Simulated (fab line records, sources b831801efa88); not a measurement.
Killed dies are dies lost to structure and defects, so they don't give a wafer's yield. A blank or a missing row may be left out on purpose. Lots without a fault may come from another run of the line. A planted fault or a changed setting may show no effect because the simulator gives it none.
fab line records | flow sky130 | part 1 of 2: steps 1 to 42 of 43
record lots=6 wafers=18 last_day=49
route steps=708 shown VIA2@509 METAL3@532 CAPM@537 PAD_OPEN@708
lots that met no fault: from a run of the same line without faults
start_h: hours from the record's first day to the start of the lot's first wafer shown | wait_h: hours since the lot's step before | " the same as in the row above | L1.1+2: a row that stands for several wafers | - no value, or no start given | * or withheld: withheld | < > ~ a bound
route shown NAME@n: a module of which the file shows steps, and the number in the route of the first | usual: mean/standard deviation of fault-free wafers | same: alike in all rows | chamber/n: place in a boat | sites: the reading at each site | _std_site: their standard deviation | _edge_site: outer sites' mean less inner sites' | radius_mm: how far each site lies from the wafer's centre | mask NAME#n: copy n | behind: the tool/chamber that last shaped the wafer | hold: why the lot was held/for how many hours/how that ended | device: the transistor (n, p or np) that didn't switch | end of line: the same wafers' tests at the end of the route | a step without rows: its recipe alone | killed: dies lost to structure and defects at the first sort, not the wafer's yield | map: a wafer's dies, x killed, . not, _ none there
set.NAME: the setting as run; set.NAME@STEP: as run at that earlier step | model.NAME: the simulator's own value behind a step, which no gauge read
lots at some steps of the route; a table a step, a row a wafer
services: from which hour (start_h, from the record's first day; less than 0 if before it) a tool's chamber was out of use, for how many hours, and why
## steps
# step SKY_VIA2_CMP_02
# recipe material=SiO2 down_force_psi=4 platen_rpm=60 pad_velocity_m_s=0.94248
# usual head_pressure_psi=4.000/0.0084 motor_current_A=11.4/0.86
# columns lot.wafer tool chamber start_h wait_h head_pressure_psi motor_current_A
L846.2 cmp-01 1 820.14 0.0 3.979 9.6
L846.6 " 1 " " 4.017 9.5
L846.5 " 2 " " 3.991 12.6
L848.4 cmp-02 0 828.30 0.1 4.012 11.2
L848.2 " 2 " " 3.992 12.1
L848.5 " 0 " " 4.010 10.8
L849.3 cmp-02 3 845.31 0.0 4.011 11.9
L849.4 " 1 " " 3.989 11.7
L849.2 " 2 " " 3.989 11.9
L853.2 cmp-02 0 877.58 0.0 4.004 10.7
L853.4 " 3 " " 3.990 12.0
L853.5 " 0 " " 4.008 11.1
L856.2 cmp-01 1 897.40 0.0 4.010 9.7
L856.3 " 3 " " 4.001 11.4
L856.6 " 2 " " 3.999 12.5
L867.3 cmp-01 2 968.86 0.1 4.004 12.2
L867.1 " 3 " " 4.000 11.2
L867.6 " 2 " " 4.013 12.2
# step SKY_VIA2_BOW_MEAS_03
# recipe mode=bow
# usual VIA2_BOW=87/8
# columns lot.wafer tool chamber start_h wait_h VIA2_BOW[um]
L846.2 film_metro-01 - 820.46 0.3 95
L846.5 " - " " 103
L846.6 " - " " 91
L848.2 film_metro-02 - 828.57 0.1 87
L848.4 " - " " 89
L848.5 " - " " 91
L849.2 film_metro-03 - 845.63 0.1 91
L849.3 " - " " 78
L849.4 " - " " 79
L853.2 film_metro-02 - 877.90 0.3 94
L853.4 " - " " 89
L853.5 " - " " 83
L856.2 film_metro-02 - 897.72 0.3 90
L856.3 " - " " 83
L856.6 " - " " 103
L867.1 film_metro-01 - 969.11 0.1 77
L867.3 " - " " 95
L867.6 " - " " 84
# step SKY_VIA2_DEHYDRATE_04
# recipe temp_c=200 time_s=60
# step SKY_VIA2_HMDS_05
# recipe prime_time_s=60 prime_temp_c=120
# step SKY_VIA2_COAT_06
# recipe resist=BARC temp_c=withheld time_s=withheld spin_rpm=3000 resist_thk_nm=60
# step SKY_VIA2_COAT_07
# recipe resist=KrF-thick spin_rpm=3000 resist_thk_nm=450
# step SKY_VIA2_SOFTBAKE_08
# recipe temp_c=100 time_s=90 resist=KrF-thick
# step SKY_VIA2_EXPOSE_09
# recipe mask_id=VIM2 na=0.8 source_shape=annular sigma_inner=0.55 sigma_outer=0.85 target_cd_nm=200 dose_mj=38
# step SKY_VIA2_PEB_10
# recipe peb_temp_c=withheld peb_time_s=withheld resist=KrF-thick
# step SKY_VIA2_DEVELOP_11
# recipe develop_time_s=60 resist=KrF-thick dev_temp_c=21
# step SKY_VIA2_CD_MEAS_12
# recipe target_cd_nm=200
# usual cd_nm=199.7/1.7
# columns lot.wafer tool chamber start_h wait_h cd_nm
L846.2 cd_sem-01 - 846.62 - 202.9
L846.5 " - " " 203.0
L846.6 " - " " 201.9
L848.2 cd_sem-02 - 854.47 - 198.9
L848.4 " - " " 199.5
L848.5 " - " " 197.8
L849.2 cd_sem-02 - 872.12 - 201.5
L849.3 " - " " 201.3
L849.4 " - " " 200.3
L853.2 cd_sem-01 - 902.82 - 197.9
L853.4 " - " " 198.9
L853.5 " - " " 198.4
L856.2 cd_sem-01 - 923.07 - 198.8
L856.3 " - " " 199.3
L856.6 " - " " 197.6
L867.1 cd_sem-02 - 992.00 - 200.2
L867.3 " - " " 200.7
L867.6 " - " " 202.0
# step SKY_VIA2_OVL_MEAS_13
# usual VIA2_OVL=2/5.5
# columns lot.wafer tool chamber start_h wait_h VIA2_OVL[nm]
L846.2 overlay-01 - 846.72 0.1 5
L846.5 " - " " 7
L846.6 " - " " 1
L848.2 overlay-02 - 854.57 0.1 3
L848.4 " - " " 2
L848.5 " - " " 9
L849.2 overlay-02 - 872.22 0.1 8
L849.3 " - " " 1
L849.4 " - " " 9
L853.2 overlay-01 - 902.92 0.1 9
L853.4 " - " " 9
L853.5 " - " " 13
L856.2 overlay-01 - 923.17 0.1 10
L856.3 " - " " 2
L856.6 " - " " 0
L867.1 overlay-01 - 992.12 0.1 0
L867.3 " - " " -3
L867.6 " - " " 2
# step SKY_VIA2_ETCH_14
# recipe chemistry=N2/H2 target=BARC ion_energy_ev=200 source_w=500 bias_w=100 pressure_mtorr=30 n2_flow_sccm=100 h2_flow_sccm=200 stop_on=SiO2 time_s=45.9 target_depth_a=600
# usual drypump_motor_current_A=5.7/0.31 oes_product_au=0.855/0.0041 throttle_valve_pct=13.226/0.0088
# columns lot.wafer tool chamber start_h wait_h drypump_motor_current_A oes_product_au rf_hours_counter_h throttle_valve_pct
L846.2 rie_diel-01 2 846.75 0.0 6.0 0.858 7 13.220
L846.5 " 3 " " 5.4 0.855 - 13.236
L846.6 " 2 " " 6.0 0.852 - 13.219
L848.2 rie_diel-04 0 854.60 0.0 6.3 0.857 7 13.228
L848.4 " 3 " " 5.7 0.856 4 13.243
L848.5 " 3 " " 5.7 0.850 - 13.218
L849.2 rie_diel-02 1 872.25 0.0 5.4 0.860 16 13.213
L849.3 " 2 " " 5.2 0.856 12 13.232
L849.4 " 0 " " 5.9 0.851 4 13.222
L853.2 rie_diel-01 3 902.95 0.0 5.4 0.856 9 13.224
L853.4 " 2 " " 6.0 0.853 9 13.227
L853.5 " 1 " " 5.8 0.858 - 13.227
L856.2 rie_diel-01 3 923.20 0.0 5.4 0.861 9 13.232
L856.3 " 1 " " 5.7 0.859 15 13.231
L856.6 " 1 " " 5.7 0.849 - 13.223
L867.1 rie_diel-01 2 992.16 0.0 6.0 0.854 11 13.215
L867.3 " 3 " " 5.4 0.857 11 13.230
L867.6 " 0 " " 5.4 0.850 - 13.231
# step SKY_VIA2_ETCH_15
# recipe target=SiO2 chemistry=C4F8/O2/Ar target_depth_nm=546 stop_on=TiN mask_material=KrF-thick source_w=1500 bias_w=1200 pressure_mtorr=40 c4f8_flow_sccm=withheld O2_flow_sccm=6 Ar_flow_sccm=300 time_s=85.76
# step SKY_VIA2_STRIP_16
# recipe chemistry=O2/N2 power_w=1400 pressure_mtorr=1500 platen_temp_c=withheld o2_flow_sccm=3000 n2_flow_sccm=300 overash_fraction=0.5
# step SKY_VIA2_STRIP_17
# recipe chemistry=post_etch_residue_remover time_s=1200 temp_c=72.5
# step SKY_VIA2_CLEAN_18
# recipe chemistry=IPA time_s=180 temp_c=25
# step SKY_VIA2_CLEAN_19
# recipe chemistry=O3/DIW dry=n2_spin
# step SKY_VIA2_SPUTTER_20
# recipe material=TiN target_thk_nm=20 chamber_pressure_pa=5 power_w=4000 time_s=80
# step SKY_VIA2_CVD_21
# recipe material=W target_thk_nm=420 time_s=126.4 temp_c=400 pressure_torr=40
# step SKY_VIA2_RS_MEAS_22
# recipe thk_meas_gauge=four-point-probe reads=W_of_VIA2_CVD_21+TiN_of_VIA2_SPUTTER_20
# usual VIA2_W_RS=0.2714/0.0029
# columns lot.wafer tool chamber start_h wait_h VIA2_W_RS[ohm/sq]
L846.2 film_metro-02 - 847.70 0.1 0.2714
L846.5 " - " " 0.2730
L846.6 " - " " 0.2695
L848.2 film_metro-01 - 855.64 0.2 0.2653
L848.4 " - " " 0.2678
L848.5 " - " " 0.2657
L849.2 film_metro-02 - 873.19 0.1 0.2671
L849.3 " - " " 0.2715
L849.4 " - " " 0.2682
L853.2 film_metro-02 - 903.91 0.2 0.2742
L853.4 " - " " 0.2779
L853.5 " - " " 0.2781
L856.2 film_metro-03 - 924.12 0.1 0.2726
L856.3 " - " " 0.2748
L856.6 " - " " 0.2706
L867.1 film_metro-01 - 993.08 0.1 0.2693
L867.3 " - " " 0.2706
L867.6 " - " " 0.2730
# step SKY_VIA2_THK_MEAS_23
# recipe thk_meas_gauge=xrf reads=W_of_VIA2_CVD_21
# usual VIA2_W_THK=424/5.9
# columns lot.wafer tool chamber start_h wait_h VIA2_W_THK[nm]
L846.2 film_metro-02 - 847.81 0.1 426
L846.5 " - " " 425
L846.6 " - " " 428
L848.2 film_metro-01 - 855.75 0.1 438
L848.4 " - " " 429
L848.5 " - " " 433
L849.2 film_metro-02 - 873.30 0.1 434
L849.3 " - " " 433
L849.4 " - " " 436
L853.2 film_metro-02 - 904.02 0.1 418
L853.4 " - " " 414
L853.5 " - " " 413
L856.2 film_metro-03 - 924.23 0.1 419
L856.3 " - " " 415
L856.6 " - " " 424
L867.1 film_metro-01 - 993.20 0.1 426
L867.3 " - " " 424
L867.6 " - " " 424
# step SKY_VIA2_CMP_24
# recipe stop_on=SiO2 t_overpolish_s=20 down_force_psi=3.5 platen_rpm=60 target_thk_nm=0 pad_velocity_m_s=0.94248
# step SKY_METAL3_SPUTTER_00
# recipe material=Ti target_thk_nm=15 power_w=3000 time_s=10 chamber_pressure_pa=0.4
# step SKY_METAL3_SPUTTER_01
# recipe material=TiN target_thk_nm=20 power_w=6500 time_s=16.7 chamber_pressure_pa=0.4
# usual throttle_valve_pct=30.2/1
# columns lot.wafer tool chamber start_h wait_h throttle_valve_pct
L846.2 pvd_sputter-04 - 848.18 0.0 30.5
L846.5 " - " " 30.4
L846.6 " - " " 31.2
L848.2 pvd_sputter-01 - 856.12 0.0 28.5
L848.4 " - " " 30.8
L848.5 " - " " 31.5
L849.2 pvd_sputter-02 - 873.67 0.0 28.8
L849.3 " - " " 29.1
L849.4 " - " " 30.7
L853.2 pvd_sputter-04 - 904.40 0.0 29.9
L853.4 " - " " 31.4
L853.5 " - " " 31.1
L856.2 pvd_sputter-02 - 924.60 0.0 28.9
L856.3 " - " " 29.0
L856.6 " - " " 28.6
L867.1 pvd_sputter-01 - 993.58 0.0 28.4
L867.3 " - " " 30.8
L867.6 " - " " 30.4
# step SKY_METAL3_SPUTTER_02
# recipe material=AlCu target_thk_nm=735 power_w=10600 time_s=39.1 chamber_pressure_pa=0.4
# step SKY_METAL3_SPUTTER_03
# recipe material=Ti target_thk_nm=5 power_w=3000 time_s=3.3 chamber_pressure_pa=0.4
# usual throttle_valve_pct=30.2/1
# columns lot.wafer tool chamber start_h wait_h throttle_valve_pct
L846.2 pvd_sputter-04 - 848.25 0.0 30.3
L846.5 " - " " 30.2
L846.6 " - " " 31.2
L848.2 pvd_sputter-01 - 856.19 0.0 28.7
L848.4 " - " " 30.8
L848.5 " - " " 31.6
L849.2 pvd_sputter-02 - 873.74 0.0 28.9
L849.3 " - " " 28.8
L849.4 " - " " 30.3
L853.2 pvd_sputter-04 - 904.47 0.0 29.5
L853.4 " - " " 31.2
L853.5 " - " " 31.2
L856.2 pvd_sputter-02 - 924.67 0.0 29.0
L856.3 " - " " 28.6
L856.6 " - " " 28.4
L867.1 pvd_sputter-01 - 993.64 0.0 28.7
L867.3 " - " " 30.9
L867.6 " - " " 30.1
# step SKY_METAL3_SPUTTER_04
# recipe material=TiN target_thk_nm=70 power_w=6500 time_s=58.3 chamber_pressure_pa=0.4
# step SKY_CAPM_CVD_00
# recipe material=SiO2 target_thk_nm=15.5 temp_c=400 time_s=withheld rf_w=450
# usual heater_power_w=725/87
# columns lot.wafer tool chamber start_h wait_h heater_power_w
L846.2 pecvd-02 2 848.32 0.0 889
L846.5 " 0 " " 811
L846.6 " 1 " " 588
L848.2 pecvd-02 1 856.26 0.0 549
L848.4 " 2 " " 749
L848.5 " 1 " " 572
L849.2 pecvd-02 1 873.81 0.0 676
L849.3 " 2 " " 749
L849.4 " 0 " " 784
L853.2 pecvd-02 0 904.54 0.0 777
L853.4 " 0 " " 788
L853.5 " 2 " " 825
L856.2 pecvd-04 2 924.73 0.0 702
L856.3 " 0 " " 680
L856.6 " 0 " " 678
L867.1 pecvd-04 1 993.71 0.0 812
L867.3 " 2 " " 741
L867.6 " 2 " " 705
# step SKY_CAPM_THK_MEAS_01
# recipe reads=SiO2_of_CAPM_CVD_00
# usual CAPM_CVD_00_THK=15.47/0.23
# columns lot.wafer tool chamber start_h wait_h CAPM_CVD_00_THK[nm]
L846.2 film_metro-03 - 848.35 - 15.56
L846.5 " - " " 15.77
L846.6 " - " " 15.99
L848.2 film_metro-03 - 856.29 - 15.57
L848.4 " - " " 15.63
L848.5 " - " " 15.78
L849.2 film_metro-04 - 873.84 - 15.41
L849.3 " - " " 15.20
L849.4 " - " " 15.20
L853.2 film_metro-04 - 904.57 - 15.34
L853.4 " - " " 15.77
L853.5 " - " " 15.83
L856.2 film_metro-03 - 924.76 - 15.61
L856.3 " - " " 15.46
L856.6 " - " " 15.74
L867.1 film_metro-03 - 993.73 - 15.34
L867.3 " - " " 15.32
L867.6 " - " " 15.54
# step SKY_CAPM_SPUTTER_02
# recipe material=TiN target_thk_nm=200 temp_c=300 power_w=6500 time_s=166.7 chamber_pressure_pa=0.4
# usual substrate_temp_c=299.96/0.22 throttle_valve_pct=30.0/0.91
# columns lot.wafer tool chamber start_h wait_h substrate_temp_c throttle_valve_pct
L846.2 pvd_sputter-03 - 848.40 0.0 300.11 30.4
L846.5 " - " " 300.02 29.8
L846.6 " - " " 300.53 30.9
L848.2 pvd_sputter-02 - 856.34 0.0 300.12 29.2
L848.4 " - " " 299.61 28.7
L848.5 " - " " 300.04 28.9
L849.2 pvd_sputter-01 - 873.89 0.0 300.24 31.0
L849.3 " - " " 300.43 28.6
L849.4 " - " " 299.97 30.2
L853.2 pvd_sputter-02 - 904.62 0.0 299.66 28.4
L853.4 " - " " 299.81 29.1
L853.5 " - " " 299.88 28.8
L856.2 pvd_sputter-03 - 924.81 0.0 300.10 29.9
L856.3 " - " " 300.17 29.9
L856.6 " - " " 299.87 30.6
L867.1 pvd_sputter-02 - 993.79 0.1 300.53 29.1
L867.3 " - " " 300.19 28.6
L867.6 " - " " 300.14 30.5
# step SKY_CAPM_RS_MEAS_03
# recipe thk_meas_gauge=four-point-probe reads=TiN_of_CAPM_SPUTTER_02
# usual CAPM_TIN_RS=6.87/0.086
# columns lot.wafer tool chamber start_h wait_h CAPM_TIN_RS[ohm/sq]
L846.2 film_metro-03 - 848.53 0.1 6.71
L846.5 " - " " 6.89
L846.6 " - " " 6.73
L848.2 film_metro-02 - 856.47 0.1 6.89
L848.4 " - " " 7.04
L848.5 " - " " 6.95
L849.2 film_metro-03 - 874.02 0.1 7.05
L849.3 " - " " 6.84
L849.4 " - " " 6.89
L853.2 film_metro-02 - 904.75 0.1 6.98
L853.4 " - " " 6.82
L853.5 " - " " 6.88
L856.2 film_metro-04 - 924.94 0.1 6.78
L856.3 " - " " 6.81
L856.6 " - " " 6.82
L867.1 film_metro-04 - 993.90 0.1 7.04
L867.3 " - " " 6.94
L867.6 " - " " 6.91
# step SKY_CAPM_THK_MEAS_04
# recipe thk_meas_gauge=xrf reads=TiN_of_CAPM_SPUTTER_02
# usual CAPM_TIN_THK=198.7/2.6
# columns lot.wafer tool chamber start_h wait_h CAPM_TIN_THK[nm]
L846.2 film_metro-03 - 848.64 0.1 203.5
L846.5 " - " " 198.5
L846.6 " - " " 203.1
L848.2 film_metro-02 - 856.58 0.1 198.1
L848.4 " - " " 193.6
L848.5 " - " " 195.9
L849.2 film_metro-03 - 874.13 0.1 194.3
L849.3 " - " " 199.2
L849.4 " - " " 197.7
L853.2 film_metro-02 - 904.86 0.1 195.5
L853.4 " - " " 199.4
L853.5 " - " " 198.2
L856.2 film_metro-04 - 925.05 0.1 201.5
L856.3 " - " " 200.9
L856.6 " - " " 200.3
L867.1 film_metro-04 - 994.02 0.1 195.0
L867.3 " - " " 197.2
L867.6 " - " " 198.3
# step SKY_CAPM_DEHYDRATE_05
# recipe temp_c=200 time_s=60
# step SKY_CAPM_HMDS_06
# recipe prime_time_s=60 prime_temp_c=120
# step SKY_CAPM_COAT_07
# recipe resist=NOVOLAK spin_rpm=3000 resist_thk_nm=1117
# step SKY_CAPM_SOFTBAKE_08
# recipe temp_c=90 time_s=60 resist=NOVOLAK
# step SKY_CAPM_EXPOSE_09
# recipe mask_id=CAPM na=0.6 source_shape=conventional sigma_outer=0.6 polarization=unpolarized target_cd_nm=1000 dose_mj=159
# step SKY_CAPM_PEB_10
# recipe temp_c=withheld time_s=* resist=NOVOLAK
# step SKY_CAPM_DEVELOP_11
# recipe resist=NOVOLAK developer=TMAH develop_time_s=60 dev_temp_c=23
# step SKY_CAPM_OVL_MEAS_12
# usual CAPM_OVL=-0.6/1.6
# columns lot.wafer tool chamber start_h wait_h CAPM_OVL[nm]
L846.2 overlay-01 - 874.25 0.1 -0.5
L846.5 " - " " 0.3
L846.6 " - " " -0.3
L848.2 overlay-02 - 881.40 0.1 1.2
L848.4 " - " " 1.1
L848.5 " - " " 0.8
L849.2 overlay-02 - 899.36 0.1 -0.5
L849.3 " - " " -2.1
L849.4 " - " " -1.3
L853.2 overlay-01 - 929.42 0.1 -4.8
L853.4 " - " " -3.5
L853.5 " - " " -2.1
L856.2 overlay-02 - 949.22 0.1 -0.8
L856.3 " - " " 1.1
L856.6 " - " " 0.1
L867.1 overlay-02 - 1016.65 0.1 -2.0
L867.3 " - " " -2.0
L867.6 " - " " -1.0
# step SKY_CAPM_METAL_ETCH_13
# recipe target_depth_nm=220 stop_on=SiO2 chemistry=Cl2/BCl3 target=TiN pressure_mtorr=10 icp_w=900 bias_w=48.5 Cl2_flow_sccm=60 bcl3_flow_sccm=30 time_s=62.9
